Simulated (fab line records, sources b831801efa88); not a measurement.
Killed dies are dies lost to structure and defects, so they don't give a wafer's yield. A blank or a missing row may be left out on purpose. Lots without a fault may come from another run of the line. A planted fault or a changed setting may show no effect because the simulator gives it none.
Which tool did it? | flow gf180mcu | 7 lots, 21 wafers sampled, at 1 step of a route of 602

WHAT THE GAUGES READ, wafer by wafer
GF_M2_THK_MEAS_06: measures by xrf.
lot  | measured     | on            | M2_ALCU_THK (nm)
L949 | day 19 14:12 | film_metro-02 | 442 444 440
L953 | day 20 22:25 | film_metro-03 | 449 450 444
L955 | day 22 04:56 | film_metro-04 | 456 448 456
L961 | day 23 22:10 | film_metro-02 | 448 446 453
L964 | day 24 17:47 | film_metro-02 | 438 440 435
L967 | day 25 10:44 | film_metro-02 | 442 447 441
L969 | day 26 05:11 | film_metro-02 | 431 433 436

WHICH TOOL RAN EACH LOT (tool, then ch and the chambers of the sampled wafers, then the start)
The record holds no process step before these readings.

THE ANSWER, worked out from the rows above alone
Rule: what is usual is taken from the lots themselves. Put in order of their means at a reading, lots are off if they are a third of the lots or fewer, leave a main group of 4 or more, and stand apart from it by a gap of 3 or more times the standard deviation of the main group's means; of several such gaps the widest counts. A main group whose means are all the same, to the digits that the tables above print for the reading, isn't used. A lot without any number at a reading at which 4 lots or more have one is off too. The other lots that the step has rows for count as sound.
No lot is off at any reading shown: from this, nothing can be told.

WHAT THE SIMULATOR HAD PUT IN
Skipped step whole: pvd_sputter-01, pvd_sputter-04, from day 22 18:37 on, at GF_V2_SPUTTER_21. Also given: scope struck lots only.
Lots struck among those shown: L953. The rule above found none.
